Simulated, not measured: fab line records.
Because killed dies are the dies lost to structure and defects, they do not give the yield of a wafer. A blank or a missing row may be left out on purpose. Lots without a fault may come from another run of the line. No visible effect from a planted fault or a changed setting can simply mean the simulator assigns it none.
Which of the tools did it? :: flow gf180mcu :: 39 wafers from 13 lots sampled at 5 of the route's 602 steps

== WHAT THE GAUGES READ, wafer by wafer ==
GF_HV_LDD_TW_MEAS_38. Usual: HV_LDD_3_TW 1434, standard deviation 9.7.
lot: L444
measured: day 11 12:17
on: filmMetro-01
HV_LDD_3_TW: 1426 1424 1416
flag: 

lot: L446
measured: day 12 01:12
on: filmMetro-03
HV_LDD_3_TW: 1438 1434 1429
flag: 

lot: L447
measured: day 12 10:28
on: filmMetro-03
HV_LDD_3_TW: 1430 1434 1428
flag: 

lot: L448
measured: day 12 22:19
on: filmMetro-03
HV_LDD_3_TW: 1431 1427 1422
flag: 

lot: L449
measured: day 13 08:49
on: filmMetro-04
HV_LDD_3_TW: 1426 1424 1427
flag: 

lot: L454
measured: day 14 20:58
on: filmMetro-03
HV_LDD_3_TW: 1430 1435 1438
flag: 

lot: L455
measured: day 15 05:45
on: filmMetro-04
HV_LDD_3_TW: 1433 1439 1438
flag: 

lot: L456
measured: day 15 11:16
on: filmMetro-04
HV_LDD_3_TW: 1440 1441 1435
flag: 

lot: L458
measured: day 16 03:04
on: filmMetro-03
HV_LDD_3_TW: 1441 1443 1434
flag: 

lot: L463
measured: day 17 18:00
on: filmMetro-03
HV_LDD_3_TW: 1469 1477 1473
flag: OFF

lot: L464
measured: day 18 02:10
on: filmMetro-04
HV_LDD_3_TW: 1427 1425 1419
flag: 

lot: L465
measured: day 18 09:33
on: filmMetro-03
HV_LDD_3_TW: 1472 1472 1471
flag: OFF

lot: L466
measured: day 18 15:00
on: filmMetro-03
HV_LDD_3_TW: 1472 1477 1474
flag: OFF

GF_HV_LDD_RS_MEAS_53: the measuring method here is four-point-probe. Usual: HV_LDD_RS 418.1 ohm/sq, standard deviation 0.99.
lot: L444
measured: day 12 07:14
on: filmMetro-04
HV_LDD_RS (ohm/sq): 416.4 416.8 416.7
flag: 

lot: L446
measured: day 12 21:44
on: filmMetro-03
HV_LDD_RS (ohm/sq): 417.5 418.1 417.3
flag: 

lot: L447
measured: day 13 06:59
on: filmMetro-04
HV_LDD_RS (ohm/sq): 417.5 417.0 418.2
flag: 

lot: L448
measured: day 13 18:47
on: filmMetro-03
HV_LDD_RS (ohm/sq): 418.2 418.2 419.1
flag: 

lot: L449
measured: day 14 05:05
on: filmMetro-04
HV_LDD_RS (ohm/sq): 418.5 417.4 417.0
flag: 

lot: L454
measured: day 15 19:22
on: filmMetro-04
HV_LDD_RS (ohm/sq): 418.7 419.1 418.0
flag: 

lot: L455
measured: day 16 04:02
on: filmMetro-01
HV_LDD_RS (ohm/sq): 420.1 418.7 419.0
flag: 

lot: L456
measured: day 16 10:20
on: filmMetro-04
HV_LDD_RS (ohm/sq): 419.0 416.5 417.4
flag: 

lot: L458
measured: day 17 02:22
on: filmMetro-01
HV_LDD_RS (ohm/sq): 416.6 418.3 417.8
flag: 

lot: L463
measured: day 18 17:50
on: filmMetro-01
HV_LDD_RS (ohm/sq): 413.6 412.6 414.1
flag: OFF

lot: L464
measured: day 19 01:47
on: filmMetro-03
HV_LDD_RS (ohm/sq): 416.3 417.1 417.0
flag: 

lot: L465
measured: day 19 08:47
on: filmMetro-04
HV_LDD_RS (ohm/sq): 413.0 413.6 413.6
flag: OFF

lot: L466
measured: day 19 14:55
on: filmMetro-03
HV_LDD_RS (ohm/sq): 413.9 415.2 414.3
flag: OFF

GF_PSD_RS_MEAS_15: the measuring method here is four-point-probe. Usual: PSD_RS 108.56 ohm/sq, standard deviation 0.27.
lot: L444
measured: day 14 03:31
on: filmMetro-04
PSD_RS (ohm/sq): 108.20 108.37 108.29
flag: 

lot: L446
measured: day 14 19:20
on: filmMetro-02
PSD_RS (ohm/sq): 108.38 108.15 108.37
flag: 

lot: L447
measured: day 15 04:08
on: filmMetro-03
PSD_RS (ohm/sq): 108.18 108.61 108.52
flag: 

lot: L448
measured: day 15 16:48
on: filmMetro-02
PSD_RS (ohm/sq): 108.54 108.61 108.36
flag: 

lot: L449
measured: day 16 04:40
on: filmMetro-04
PSD_RS (ohm/sq): 107.96 108.31 108.32
flag: 

lot: L454
measured: day 17 19:41
on: filmMetro-02
PSD_RS (ohm/sq): 108.40 108.37 108.25
flag: 

lot: L455
measured: day 18 03:53
on: filmMetro-03
PSD_RS (ohm/sq): 108.66 108.89 108.92
flag: 

lot: L456
measured: day 18 10:01
on: filmMetro-03
PSD_RS (ohm/sq): 108.86 108.65 108.57
flag: 

lot: L458
measured: day 19 04:38
on: filmMetro-04
PSD_RS (ohm/sq): 108.39 109.19 108.39
flag: 

lot: L463
measured: day 20 21:50
on: filmMetro-04
PSD_RS (ohm/sq): 108.39 108.64 108.58
flag: 

lot: L464
measured: day 21 05:16
on: filmMetro-04
PSD_RS (ohm/sq): 108.84 108.68 108.82
flag: 

lot: L465
measured: day 21 11:49
on: filmMetro-02
PSD_RS (ohm/sq): 108.81 108.56 108.17
flag: 

lot: L466
measured: day 21 18:38
on: filmMetro-04
PSD_RS (ohm/sq): 108.33 107.94 108.57
flag: 

GF_V1_THK_MEAS_01. Usual: V1_CVD_00_THK 598 nm, standard deviation 5.7.
lot: L444
measured: day 17 00:14
on: filmMetro-04
V1_CVD_00_THK (nm): 604 602 604
flag: 

lot: L446
measured: day 17 17:31
on: filmMetro-02
V1_CVD_00_THK (nm): 591 597 589
flag: 

lot: L447
measured: day 18 02:50
on: filmMetro-02
V1_CVD_00_THK (nm): 602 602 593
flag: 

lot: L448
measured: day 18 17:13
on: filmMetro-02
V1_CVD_00_THK (nm): 601 594 607
flag: 

lot: L449
measured: day 19 06:02
on: filmMetro-01
V1_CVD_00_THK (nm): 599 600 604
flag: 

lot: L454
measured: day 20 23:39
on: filmMetro-02
V1_CVD_00_THK (nm): 589 598 591
flag: 

lot: L455
measured: day 21 07:22
on: filmMetro-02
V1_CVD_00_THK (nm): 605 600 601
flag: 

lot: L456
measured: day 21 15:11
on: filmMetro-02
V1_CVD_00_THK (nm): 596 601 598
flag: 

lot: L458
measured: day 22 07:41
on: filmMetro-02
V1_CVD_00_THK (nm): 591 589 597
flag: 

lot: L463
measured: day 23 23:53
on: filmMetro-04
V1_CVD_00_THK (nm): 600 604 609
flag: 

lot: L464
measured: day 24 04:50
on: filmMetro-04
V1_CVD_00_THK (nm): 592 593 593
flag: 

lot: L465
measured: day 24 12:50
on: filmMetro-01
V1_CVD_00_THK (nm): 603 597 600
flag: 

lot: L466
measured: day 24 19:29
on: filmMetro-02
V1_CVD_00_THK (nm): 595 592 603
flag: 

== EACH LOT AND THE TOOL THAT RAN IT (in order: tool; ch and the chambers of the sampled wafers; start) ==
lot: L444
GF_HV_LDD_IMPLANT_35: implanter-03 ch 0, day 11 11:55

lot: L446
GF_HV_LDD_IMPLANT_35: implanter-03 ch 0, day 12 00:48

lot: L447
GF_HV_LDD_IMPLANT_35: implanter-03 ch 0, day 12 10:04

lot: L448
GF_HV_LDD_IMPLANT_35: implanter-04 ch 0, day 12 21:55

lot: L449
GF_HV_LDD_IMPLANT_35: implanter-04 ch 0, day 13 08:27

lot: L454
GF_HV_LDD_IMPLANT_35: implanter-03 ch 0, day 14 20:35

lot: L455
GF_HV_LDD_IMPLANT_35: implanter-03 ch 0, day 15 05:21

lot: L456
GF_HV_LDD_IMPLANT_35: implanter-03 ch 0, day 15 10:52

lot: L458
GF_HV_LDD_IMPLANT_35: implanter-03 ch 0, day 16 02:40

lot: L463
GF_HV_LDD_IMPLANT_35: implanter-03 ch 0, day 17 17:31

lot: L464
GF_HV_LDD_IMPLANT_35: implanter-02 ch 0, day 18 01:46

lot: L465
GF_HV_LDD_IMPLANT_35: implanter-03 ch 0, day 18 09:09

lot: L466
GF_HV_LDD_IMPLANT_35: implanter-03 ch 0, day 18 14:35
- GF_HV_LDD_IMPLANT_35

== AS READ BY THE TOOLS THEMSELVES (means over the sampled wafers that have a number; for cases with no such wafer, the mark the record gives instead) ==
GF_HV_LDD_IMPLANT_35. Usual: doseIonsCm2 7.504e+12, standard deviation 7.5e+09; faradayCurrentUA 42.4, standard deviation 0.9.
lot: L444
tool: implanter-03
doseIonsCm2: 7.504e+12
faradayCurrentUA: 43.0
flag: 

lot: L446
tool: implanter-03
doseIonsCm2: 7.508e+12
faradayCurrentUA: 42.9
flag: 

lot: L447
tool: implanter-03
doseIonsCm2: 7.498e+12
faradayCurrentUA: 42.6
flag: 

lot: L448
tool: implanter-04
doseIonsCm2: 7.509e+12
faradayCurrentUA: 42.7
flag: 

lot: L449
tool: implanter-04
doseIonsCm2: 7.503e+12
faradayCurrentUA: 42.1
flag: 

lot: L454
tool: implanter-03
doseIonsCm2: 7.503e+12
faradayCurrentUA: 42.1
flag: 

lot: L455
tool: implanter-03
doseIonsCm2: 7.499e+12
faradayCurrentUA: 42.4
flag: 

lot: L456
tool: implanter-03
doseIonsCm2: 7.505e+12
faradayCurrentUA: 42.1
flag: 

lot: L458
tool: implanter-03
doseIonsCm2: 7.506e+12
faradayCurrentUA: 41.3
flag: 

lot: L463
tool: implanter-03
doseIonsCm2: 9.292e+12
faradayCurrentUA: 53.4
flag: OFF

lot: L464
tool: implanter-02
doseIonsCm2: 7.506e+12
faradayCurrentUA: 42.7
flag: 

lot: L465
tool: implanter-03
doseIonsCm2: 9.284e+12
faradayCurrentUA: 52.0
flag: OFF

lot: L466
tool: implanter-03
doseIonsCm2: 9.297e+12
faradayCurrentUA: 52.2
flag: OFF

== THE ANSWER, worked out from the rows above alone ==
Rule: take the mean of a lot's wafers that have a number; if it is more than 3 standard deviations from the usual mean, the lot is off. A lot without any number at a reading at which 4 lots or more have one is off too. The other lots that the step has rows for count as sound. The gauges are gone through in route order, then the tools' own readings, and for those a lot's mean is taken as printed above. The first step at which some lot is off is used, and at that step the reading that is off furthest; a lot without a number counts as furthest.
Off: at GF_HV_LDD_TW_MEAS_38 (HV_LDD_3_TW), L463, L465, L466.
A tool fits if, at a process step before that reading, it ran every lot that is off, and no sound lot after the first of them. The gauges at GF_HV_LDD_TW_MEAS_38 aren't tried: what is off there is off at GF_HV_LDD_IMPLANT_35 too, on other tools, and a gauge's error can't cause that. One candidate fits, namely implanter-03 at GF_HV_LDD_IMPLANT_35. Its last sound lot is L458 (day 16 02:40), its first lot that is off L463 (day 17 17:31): a fault that began between those two fits.
The tool's own readings at GF_HV_LDD_IMPLANT_35 bear it out: on the lots that are off they differ by more than 5 times the standard deviation of the sound lots' means. doseIonsCm2 reads 9.291e+12 there against 7.504e+12 on the sound lots; faradayCurrentUA reads 52.5 there against 42.4 on the sound lots.

== WHAT THE SIMULATOR HAD INSERTED ==
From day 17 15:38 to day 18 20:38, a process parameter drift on implanter-03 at GF_HV_LDD_IMPLANT_35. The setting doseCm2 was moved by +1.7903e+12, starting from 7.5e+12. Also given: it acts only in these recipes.
Struck lots among those shown: L463, L465, L466. Same finding as the rule above.
